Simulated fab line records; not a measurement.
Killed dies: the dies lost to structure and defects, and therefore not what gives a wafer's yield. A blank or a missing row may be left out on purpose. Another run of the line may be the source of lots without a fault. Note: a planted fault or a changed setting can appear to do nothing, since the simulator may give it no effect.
Code-filled problem report in 8D (eight disciplines) form / flow sky130 / the parts of the form that need people (team, actions taken, sign-off) are left out

1. WHAT WENT WRONG
Mean of heaterPowerTotalW at SKY_VT_ADJUST_HVTP_SOFTBAKE_03: 55.15 W across 6 wafers in 2 lots; on wafers with no fault it is 56.60 W (standard deviation 0.045). That is -32 standard deviations from the usual mean.
The step: time 60 s.
Earliest sighting: wafer L775.1 on lithoTrack-04 at day 8 16:10. The record holds 39 wafers of 13 lots with a number at this step. The rule behind "out" and "out of limits": a value lying over 4 standard deviations away from the usual mean. The rest of the wafers with a number are treated as sound.

2. WHAT IT IS; WHAT IT IS NOT
question=which readings at this step | is=heaterPowerTotalW, plateTempC | is not=exhaustPa
question=which lots | is=L775, L776 | is not=L764, L766, L767, L768, L772, L773, L774, L779, L780, L782, L785
question=which wafers of those lots | is=all that have a number | is not=-
question=read on which tools | is=lithoTrack-04 | is not=lithoTrack-01, lithoTrack-02
question=when | is=from day 8 16:10 | is not=up to then (21 sound wafers); but 12 sound wafers of L779, L780, L782, L785 came after

3. THE SUSPECTS, EACH WITH WHAT RULES IT OUT
Counting: a tool at any process step up to the reading remains a suspect when it ran all the lots that are out and ran no sound lot after the first of those.
- lithoTrack-04 at SKY_VT_ADJUST_HVTP_SOFTBAKE_03 (time 60 s): kept. All lots that are out passed through it, beginning with L775 at day 8 16:10, and no sound lot followed; its final sound lot before that point was L774 at day 8 15:39. Out on those wafers are its own readings of heaterPowerTotalW, plateTempC.
Left after counting: lithoTrack-04 at SKY_VT_ADJUST_HVTP_SOFTBAKE_03.

4. THE CAUSE (what the simulator had put in)
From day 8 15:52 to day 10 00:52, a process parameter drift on lithoTrack-04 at SKY_VT_ADJUST_HVTP_SOFTBAKE_03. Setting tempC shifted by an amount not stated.
Only this tool survived the counting.

5. THE EFFECT CHAIN, in route order
One row per reading whose mean, taken over the struck wafers that have a number, lies over 3 standard deviations from the usual. Readings are gone through only where the record gives a usual standard deviation; hours: the median, over the lots, of the time from a lot's start at the first step in this table giving one to that lot's start at this step; sigmas: the change measured in usual standard deviations.
hours=0; step=SKY_VT_ADJUST_HVTP_SOFTBAKE_03; reading=heaterPowerTotalW; usual=56.60 W; on struck wafers=55.15; change=-1.45; sigmas=-32
hours=0; step=SKY_VT_ADJUST_HVTP_SOFTBAKE_03; reading=plateTempC; usual=90.01 C; on struck wafers=88.32; change=-1.69; sigmas=-13
The process steps in it:
- SKY_VT_ADJUST_HVTP_SOFTBAKE_03: time 60 s.

6. WHAT WOULD HAVE CAUGHT IT SOONER
In this record no reading fell out of limits until day 8 16:10, 0 hours after the fault had begun at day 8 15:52.
